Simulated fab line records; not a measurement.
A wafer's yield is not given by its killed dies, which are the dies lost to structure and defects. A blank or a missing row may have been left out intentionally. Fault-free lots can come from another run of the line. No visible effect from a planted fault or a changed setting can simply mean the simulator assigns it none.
fab line records | flow sky130
[record] lots = 15 wafers = 45 lastDay = 50
route steps=708 shown CONTACT@425 METAL1@434
lots that met no fault: taken from a fault-free run of the same line
startH: hours from the record's first day to the start of the lot's first wafer shown | waitH: hours from the lot's prior step to this one | " as in the row above | L1.1+2: a single row standing in for several wafers | - value missing, or start not given | * or withheld: withheld | < > ~ a bound
route shown NAME@n: a module of which the file shows steps, and the number in the route of the first | usual: average and standard deviation across the fault-free wafers | same: alike in all rows | chamber/n: place in a boat | sites: each site's reading | _std_site: their standard deviation | _edge_site: the outer-site mean with the inner-site mean subtracted | radiusMm: how far each site lies from the wafer's centre | mask NAME#n: copy n | behind: the most recent tool/chamber to have shaped the wafer | hold: what put the lot on hold/how long, in hours/how the hold closed | device: the transistor (n, p or np) that didn't switch | end of line: the same wafers' tests at the end of the route | a step given without rows: its recipe and nothing more | killed: dies lost to structure and defects at the first sort, not the wafer's yield | map: a wafer's dies, x killed, . not, _ none there
set.NAME: the setting the step ran with; set.NAME@STEP: the setting that earlier step ran with | model.NAME: the simulator's own value behind a step, which no gauge read
route steps across a sampled set of lots; one table per step, one row per wafer
services: when a tool's chamber went out of use (startH, in hours from the record's first day, below 0 if earlier), for how many hours, and the reason
[[steps]]
[step SKY_CONTACT_STRIP_19]
[recipe] chemistry = O2/N2 powerW = 1400 pressureMtorr = 1500 platenTempC = withheld o2FlowSccm = 3000 n2FlowSccm = 300 overashFraction = 0.5
[usual] drypumpMotorCurrentA = 5.7/0.34 oesProductAu = 0.380/0.0045 stripTimeToEndpointS = 3.618/0.027
// columns lot.wafer tool chamber startH waitH drypumpMotorCurrentA oesProductAu rfHoursCounterH stripTimeToEndpointS
L879.3 plasmaAsher-03 0 734.66 - 5.7 0.385 - 3.639
L879.4 " 1 " " 6.2 0.385 - 3.605
L879.5 " 1 " " 6.2 0.382 - 3.633
L880.1 plasmaAsher-03 1 738.17 - 6.2 0.371 92 3.596
L880.4 " 0 " " 5.7 0.383 - 3.620
L880.6 " 1 " " 6.2 0.377 - 3.647
L885.1 plasmaAsher-01 1 776.54 - 5.6 0.382 62 3.633
L885.4 " 1 " " 5.6 0.383 - 3.592
L885.5 " 0 " " 5.8 0.383 - 3.653
L884.1 plasmaAsher-02 0 777.99 - 5.2 0.375 3 3.592
L884.2 " 1 " " 5.0 0.384 3 3.626
L884.6 " 0 " " 5.2 0.374 - 3.622
L886.1 plasmaAsher-03 0 801.74 - 5.7 0.388 98 3.574
L886.3 " 1 " " 6.2 0.379 - 3.570
L886.5 " 0 " " 5.7 0.380 - 3.599
L892.2 plasmaAsher-03 1 837.34 - 6.2 0.378 102 3.593
L892.4 " 1 " " 6.2 0.381 - 3.587
L892.6 " 1 " " 6.2 0.378 - 3.597
L893.3 plasmaAsher-01 0 850.17 - 5.8 0.374 - 3.625
L893.4 " 1 " " 5.6 0.377 - 3.600
L893.6 " 1 " " 5.6 0.382 - 3.616
L894.2 plasmaAsher-02 1 863.82 - 5.0 0.381 7 3.581
L894.3 " 1 " " 5.0 0.375 - 3.571
L894.5 " 0 " " 5.2 0.377 - 3.628
L896.1 plasmaAsher-01 0 879.19 - 5.8 0.383 74 3.612
L896.2 " 1 " " 5.6 0.378 74 3.581
L896.4 " 1 " " 5.6 0.381 - 3.622
L897.3 plasmaAsher-03 1 882.22 - 6.2 0.383 - 3.630
L897.5 " 0 " " 5.7 0.380 - 3.634
L897.6 " 1 " " 6.2 0.369 - 3.601
L898.2 plasmaAsher-01 0 883.79 - 5.8 0.374 74 3.640
L898.3 " 0 " " 5.8 0.381 - 3.620
L898.5 " 1 " " 5.7 0.387 - 3.613
L899.3 plasmaAsher-01 1 888.06 - 5.6 0.379 - 3.620
L899.4 " 0 " " 5.8 0.380 - 3.588
L899.6 " 0 " " 5.8 0.381 - 3.623
L900.1 plasmaAsher-01 1 903.29 - 5.7 0.383 76 3.643
L900.4 " 1 " " 5.6 0.375 - 3.618
L900.6 " 1 " " 5.7 0.375 - 3.607
L901.1 plasmaAsher-01 0 904.37 - 5.8 0.384 76 3.629
L901.2 " 1 " " 5.6 0.382 76 3.641
L901.5 " 0 " " 5.8 0.374 - 3.617
L902.1 plasmaAsher-01 1 910.29 - 5.7 0.386 78 3.633
L902.2 " 0 " " 5.8 0.382 78 3.581
L902.4 " 1 " " 5.7 0.375 - 3.687
[step SKY_CONTACT_CMP_27]
[recipe] stopOn = SiO2 tOverpolishS = 15 downForcePsi = 3.5 platenRpm = 60 targetThkNm = 0 padVelocityMS = 0.94248
[usual] motorCurrentA = 11.2/0.63 overpolishRunS = 15.000/0.0082 slurryFlowMlMin = 150.0/0.45 timeToEndpointS = 85/4
// columns lot.wafer tool chamber startH waitH motorCurrentA overpolishRunS slurryFlowMlMin timeToEndpointS
L879.4 cmp-01 1 735.77 0.2 10.8 15.015 149.7 88
L879.3 " 2 " " 10.8 15.002 150.1 92
L879.5 " 3 " " 12.8 15.014 150.0 82
L880.4 cmp-01 0 739.12 0.0 10.4 14.992 149.8 88
L880.1 " 3 " " 11.3 15.003 150.1 80
L880.6 " 1 " " 10.4 14.984 149.8 86
L885.4 cmp-02 0 777.66 0.1 11.5 15.000 149.7 82
L885.1 " 1 " " 11.5 14.985 150.0 87
L885.5 " 0 " " 11.3 14.999 149.7 85
L884.2 cmp-01 1 778.97 0.0 10.9 14.998 148.7 90
L884.1 " 2 " " 11.0 14.986 149.9 78
L884.6 " 1 " " 11.0 14.983 149.7 85
L886.1 cmp-01 1 802.73 0.1 10.7 15.008 149.8 92
L886.3 " 2 " " 10.9 15.005 150.4 87
L886.5 " 0 " " 9.9 15.022 149.3 88
L892.2 cmp-01 2 838.35 0.0 10.9 15.006 150.4 81
L892.4 " 0 " " 10.3 15.004 151.0 86
L892.6 " 3 " " 11.9 15.002 149.5 80
L893.3 cmp-01 3 851.14 0.1 12.4 14.991 150.3 80
L893.4 " 0 " " 10.9 15.006 149.6 90
L893.6 " 3 " " 11.8 14.995 149.7 82
L894.2 cmp-02 3 864.80 0.0 12.0 15.001 149.5 85
L894.3 " 1 " " 11.0 14.985 150.0 86
L894.5 " 0 " " 11.1 15.012 150.2 85
L896.1 cmp-02 0 880.14 0.1 11.5 15.003 149.7 86
L896.4 " 1 " " 10.6 14.997 149.3 85
L896.2 " 2 " " 12.5 14.996 149.6 81
L897.3 cmp-02 2 883.17 0.0 11.0 14.999 150.1 81
L897.5 " 2 " " 11.6 14.996 149.9 87
L897.6 " 3 " " 12.0 14.991 150.5 85
L898.3 cmp-01 0 884.77 0.0 10.0 15.004 151.0 91
L898.2 " 2 " " 10.5 15.010 149.3 86
L898.5 " 1 " " 10.4 15.016 150.1 85
L899.3 cmp-02 1 889.07 0.1 11.2 15.006 149.1 82
L899.4 " 2 " " 11.4 15.003 150.4 79
L899.6 " 3 " " 11.9 14.994 149.6 81
L900.4 cmp-01 1 904.24 0.0 10.6 14.993 150.1 83
L900.1 " 3 " " 12.4 15.006 150.9 79
L900.6 " 2 " " 10.7 14.991 150.3 84
L901.2 cmp-01 0 905.32 0.0 10.6 14.991 150.1 86
L901.1 " 3 " " 12.4 14.995 150.2 85
L901.5 " 0 " " 10.4 14.991 149.9 86
L902.1 cmp-01 2 911.23 0.1 10.8 15.005 150.5 85
L902.4 " 3 " " 12.3 14.985 150.7 79
L902.2 " 1 " " 11.1 15.001 149.4 83
[step SKY_METAL1_SPUTTER_00]
[recipe] material = Ti targetThkNm = 15 powerW = 3000 timeS = 10 chamberPressurePa = 0.4
[usual] cathodeDcPowerW = 2999.9/0.53 chamberPressurePa = 0.4002/0.00082 throttleValvePct = 30.0/1.4
[same] timeS = 10
// columns lot.wafer tool chamber startH waitH cathodeDcPowerW chamberPressurePa throttleValvePct
L879.3 pvdSputter-02 - 735.97 0.1 3000.3 0.4009 31.3
L879.4 " - " " 2999.9 0.4003 31.4
L879.5 " - " " 2998.8 0.3994 31.5
L880.1 pvdSputter-01 - 739.42 0.1 3000.0 0.3989 31.1
L880.4 " - " " 3000.4 0.3983 29.9
L880.6 " - " " 3000.8 0.3999 29.4
L885.1 pvdSputter-04 - 777.91 0.1 2999.8 0.4007 29.1
L885.4 " - " " 3000.0 0.3998 32.3
L885.5 " - " " 3000.0 0.3995 28.8
L884.1 pvdSputter-02 - 779.27 0.2 3000.7 0.3997 31.6
L884.2 " - " " 3000.2 0.3991 28.9
L884.6 " - " " 3000.5 0.3999 29.3
L886.1 pvdSputter-01 - 802.98 0.2 2999.0 0.3997 31.1
L886.3 " - " " 3000.0 0.3990 29.6
L886.5 " - " " 2999.4 0.3982 31.0
L892.2 pvdSputter-01 - 838.65 0.2 2999.5 0.3999 31.5
L892.4 " - " " 2999.9 0.3998 29.7
L892.6 " - " " 2999.4 0.4009 30.9
L893.3 pvdSputter-02 - 851.39 0.2 3000.7 0.3992 31.6
L893.4 " - " " 3000.2 0.4007 31.0
L893.6 " - " " 2999.6 0.4007 31.3
L894.2 pvdSputter-04 - 865.10 0.2 3001.3 0.4010 29.4
L894.3 " - " " 2999.5 0.4005 28.7
L894.5 " - " " 3000.6 0.4006 27.4
L896.1 pvdSputter-04 - 880.44 0.2 3000.5 0.3981 29.4
L896.2 " - " " 3000.2 0.4001 28.8
L896.4 " - " " 2999.2 0.3992 26.9
L897.3 pvdSputter-01 - 883.47 0.2 2999.2 0.4001 31.0
L897.5 " - " " 3000.4 0.4005 31.1
L897.6 " - " " 2999.4 0.4006 29.8
L898.2 pvdSputter-01 - 885.07 0.1 3000.3 0.4002 30.9
L898.3 " - " " 2999.4 0.4018 29.9
L898.5 " - " " 3000.2 0.3991 30.0
L899.3 pvdSputter-01 - 889.27 0.1 3000.0 0.4005 29.8
L899.4 " - " " 3000.0 0.3991 30.2
L899.6 " - " " 2999.6 0.3999 29.9
L900.1 pvdSputter-04 - 904.54 0.1 3000.3 0.4006 29.1
L900.4 " - " " 3000.1 0.3999 27.1
L900.6 " - " " 2999.5 0.4004 29.4
L901.1 pvdSputter-04 - 905.62 0.1 3000.1 0.4004 32.2
L901.2 " - " " 2999.5 0.4016 29.3
L901.5 " - " " 2999.9 0.3999 27.1
L902.1 pvdSputter-04 - 911.53 0.2 2999.4 0.4004 32.4
L902.2 " - " " 2999.0 0.4017 29.2
L902.4 " - " " 2999.5 0.4005 27.2
[step SKY_METAL1_SPUTTER_02]
[recipe] material = AlCu targetThkNm = 250 powerW = 10600 timeS = 13.3 chamberPressurePa = 0.4
[usual] cathodeDcPowerW = 10600/2.1 chamberPressurePa = 0.4001/0.00071 throttleValvePct = 30.0/1.3 timeS = 13.3/0
// columns lot.wafer tool chamber startH waitH cathodeDcPowerW chamberPressurePa throttleValvePct timeS
L879.3 pvdSputter-02 - 736.02 0.0 10597 0.3998 31.3 13.3
L879.4 " - " " 10602 0.3987 31.3 13.3
L879.5 " - " " 10597 0.4000 31.4 13.3
L880.1 pvdSputter-01 - 739.46 0.0 10599 0.3990 30.9 13.3
L880.4 " - " " 10601 0.4001 29.9 13.3
L880.6 " - " " 10598 0.3995 29.6 13.3
L885.1 pvdSputter-04 - 777.96 0.0 - - - -
L885.4 " - " " - - - -
L885.5 " - " " - - - -
L884.1 pvdSputter-02 - 779.32 0.0 - - - -
L884.2 " - " " - - - -
L884.6 " - " " - - - -
L886.1 pvdSputter-01 - 803.03 0.0 - - - -
L886.3 " - " " - - - -
L886.5 " - " " - - - -
L892.2 pvdSputter-01 - 838.70 0.0 10603 0.4006 31.2 13.3
L892.4 " - " " 10600 0.4006 29.7 13.3
L892.6 " - " " 10598 0.4014 31.0 13.3
L893.3 pvdSputter-02 - 851.44 0.0 10601 0.4001 31.5 13.3
L893.4 " - " " 10598 0.4010 31.2 13.3
L893.6 " - " " 10599 0.3994 31.4 13.3
L894.2 pvdSputter-04 - 865.15 0.0 10597 0.3995 29.4 13.3
L894.3 " - " " 10596 0.3994 29.1 13.3
L894.5 " - " " 10601 0.4015 27.2 13.3
L896.1 pvdSputter-04 - 880.49 0.0 10601 0.3983 29.4 13.3
L896.2 " - " " 10603 0.4007 28.9 13.3
L896.4 " - " " 10602 0.3991 27.1 13.3
L897.3 pvdSputter-01 - 883.52 0.0 10599 0.3991 31.0 13.3
L897.5 " - " " 10601 0.3994 31.1 13.3
L897.6 " - " " 10602 0.4002 29.9 13.3
L898.2 pvdSputter-01 - 885.12 0.0 10600 0.3991 31.1 13.3
L898.3 " - " " 10600 0.4011 29.9 13.3
L898.5 " - " " 10596 0.4017 29.9 13.3
L899.3 pvdSputter-01 - 889.32 0.0 10598 0.3990 29.8 13.3
L899.4 " - " " 10599 0.4007 30.4 13.3
L899.6 " - " " 10600 0.4001 29.7 13.3
L900.1 pvdSputter-04 - 904.59 0.0 10601 0.4013 29.2 13.3
L900.4 " - " " 10600 0.3999 27.0 13.3
L900.6 " - " " 10601 0.3991 29.3 13.3
L901.1 pvdSputter-04 - 905.67 0.0 10600 0.3999 32.3 13.3
L901.2 " - " " 10601 0.3993 29.5 13.3
L901.5 " - " " 10598 0.3989 27.0 13.3
L902.1 pvdSputter-04 - 911.58 0.0 10598 0.4017 32.5 13.3
L902.2 " - " " 10598 0.4003 29.2 13.3
L902.4 " - " " 10600 0.4001 27.6 13.3
[step SKY_METAL1_RS_MEAS_05]
[recipe] thkMeasGauge = four-point-probe reads = TiN_of_METAL1_SPUTTER_04+Ti_of_METAL1_SPUTTER_03+AlCu_of_METAL1_SPUTTER_02+TiN_of_METAL1_SPUTTER_01+Ti_of_METAL1_SPUTTER_00
[usual] METAL1_ALCU_RS = 0.1270/0.0015
// columns lot.wafer tool chamber startH waitH METAL1_ALCU_RS[ohm/sq]
L879.3 filmMetro-01 - 736.15 0.1 0.1258
L879.4 " - " " 0.1255
L879.5 " - " " 0.1253
L880.1 filmMetro-04 - 739.56 0.0 0.1273
L880.4 " - " " 0.1288
L880.6 " - " " 0.1287
L885.1 filmMetro-01 - 778.05 0.0 8.6479
L885.4 " - " " 8.6763
L885.5 " - " " 8.6729
L884.1 filmMetro-04 - 779.41 0.0 8.5712
L884.2 " - " " 8.6468
L884.6 " - " " 8.5971
L886.1 filmMetro-03 - 803.12 0.0 8.7310
L886.3 " - " " 8.5896
L886.5 " - " " 8.7316
L892.2 filmMetro-01 - 838.81 0.0 0.1249
L892.4 " - " " 0.1257
L892.6 " - " " 0.1258
L893.3 filmMetro-03 - 851.57 0.1 0.1268
L893.4 " - " " 0.1261
L893.6 " - " " 0.1264
L894.2 filmMetro-04 - 865.26 0.0 0.1280
L894.3 " - " " 0.1268
L894.5 " - " " 0.1288
L896.1 filmMetro-04 - 880.58 0.0 0.1271
L896.2 " - " " 0.1269
L896.4 " - " " 0.1287
L897.3 filmMetro-04 - 883.65 0.1 0.1290
L897.5 " - " " 0.1287
L897.6 " - " " 0.1296
L898.2 filmMetro-01 - 885.23 0.0 0.1284
L898.3 " - " " 0.1285
L898.5 " - " " 0.1288
L899.3 filmMetro-04 - 889.45 0.1 0.1270
L899.4 " - " " 0.1285
L899.6 " - " " 0.1267
L900.1 filmMetro-04 - 904.68 0.0 0.1278
L900.4 " - " " 0.1284
L900.6 " - " " 0.1276
L901.1 filmMetro-01 - 905.76 0.0 0.1293
L901.2 " - " " 0.1274
L901.5 " - " " 0.1278
L902.1 filmMetro-04 - 911.67 0.0 0.1270
L902.2 " - " " 0.1247
L902.4 " - " " 0.1251
[step SKY_METAL1_THK_MEAS_06]
[recipe] thkMeasGauge = xrf reads = AlCu_of_METAL1_SPUTTER_02
[usual] METAL1_ALCU_THK = 247/3.2
// columns lot.wafer tool chamber startH waitH METAL1_ALCU_THK[nm]
L879.3 filmMetro-01 - 736.25 0.1 249
L879.4 " - " " 251
L879.5 " - " " 249
L880.1 filmMetro-04 - 739.68 0.1 247
L880.4 " - " " 244
L880.6 " - " " 244
L885.1 filmMetro-01 - 778.17 0.1 <1
L885.4 " - " " <1
L885.5 " - " " <1
L884.1 filmMetro-04 - 779.53 0.1 <0
L884.2 " - " " <0
L884.6 " - " " <0
L886.1 filmMetro-03 - 803.24 0.1 <1
L886.3 " - " " <1
L886.5 " - " " <1
L892.2 filmMetro-01 - 838.92 0.1 254
L892.4 " - " " 250
L892.6 " - " " 252
L893.3 filmMetro-03 - 851.67 0.1 246
L893.4 " - " " 246
L893.6 " - " " 247
L894.2 filmMetro-04 - 865.37 0.1 246
L894.3 " - " " 247
L894.5 " - " " 242
L896.1 filmMetro-04 - 880.70 0.1 249
L896.2 " - " " 249
L896.4 " - " " 244
L897.3 filmMetro-04 - 883.75 0.1 245
L897.5 " - " " 244
L897.6 " - " " 244
L898.2 filmMetro-01 - 885.34 0.1 246
L898.3 " - " " 244
L898.5 " - " " 244
L899.3 filmMetro-04 - 889.55 0.1 247
L899.4 " - " " 244
L899.6 " - " " 248
L900.1 filmMetro-04 - 904.80 0.1 246
L900.4 " - " " 245
L900.6 " - " " 246
L901.1 filmMetro-01 - 905.88 0.1 244
L901.2 " - " " 248
L901.5 " - " " 244
L902.1 filmMetro-04 - 911.79 0.1 246
L902.2 " - " " 252
L902.4 " - " " 249
[[services]]
// columns tool chamber startH hours kind
cmp-02 - 716.44 11.6 pm
plasmaAsher-02 - 733.75 9.0 pm
cmp-01 - 737.57 0.2 repair
cmp-01 - 741.56 22.3 repair
cmp-01 - 763.89 4.0 pm
cmp-02 - 784.41 0.7 repair
plasmaAsher-01 - 813.14 0.8 repair
plasmaAsher-03 - 813.62 2.5 repair
plasmaAsher-02 - 816.41 42.7 repair
cmp-01 - 829.29 0.4 repair
pvdSputter-04 - 837.54 0.6 repair
cmp-01 - 840.09 3.4 pm
plasmaAsher-03 - 848.58 3.2 repair
pvdSputter-04 1 873.60 - consumableReplace:kit
pvdSputter-04 1 873.60 18.0 scheduledDown
pvdSputter-04 1 873.60 18.0 ventCycle
plasmaAsher-03 - 884.42 2.8 pm
pvdSputter-04 - 884.93 7.9 repair
plasmaAsher-03 - 892.85 1.6 repair
pvdSputter-04 - 893.58 7.7 repair
pvdSputter-01 3 894.44 - consumableReplace:kit
plasmaAsher-02 - 894.53 23.4 repair
pvdSputter-02 - 902.18 57.1 repair
plasmaAsher-03 - 902.20 14.6 pm
[[key]]
[firstSign] step = SKY_METAL1_SPUTTER_02 reading = toolRecord direction = missing
[effect] step = SKY_METAL1_RS_MEAS_05 reading = METAL1_ALCU_RS direction = up sigmas = 99+ usual = 0.1270 struck = 8.6516
[effect] step = SKY_METAL1_THK_MEAS_06 reading = METAL1_ALCU_THK direction = down sigmas = 77 usual = 247 struck = <1
metAt SKY_METAL1_SPUTTER_02
struckLots L884,L885,L886
laterRowsLeftOut L884.1,L884.2,L884.6,L885.1,L885.4,L885.5,L886.1,L886.3,L886.5
sortLeftOut L884.1,L884.2,L884.6,L885.1,L885.4,L885.5,L886.1,L886.3,L886.5
notActingAt SKY_CONTACT_STRIP_19,SKY_CONTACT_CMP_27,SKY_METAL1_SPUTTER_00
onsetBetween 739.46 777.96
[fault] kind = skippedStepWhole tool = pvdSputter-01,pvdSputter-02,pvdSputter-04 chamber = - onsetH = 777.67 steps = SKY_METAL1_SPUTTER_02 scope = struckLotsOnly
// sortLeftOut: the simulated sort isn't trusted on such a fault, so these wafers' sort isn't shown, and their yield isn't known
// laterRowsLeftOut: the simulator's readings of these wafers behind a module that went badly wrong aren't trusted and aren't shown, but for the sort
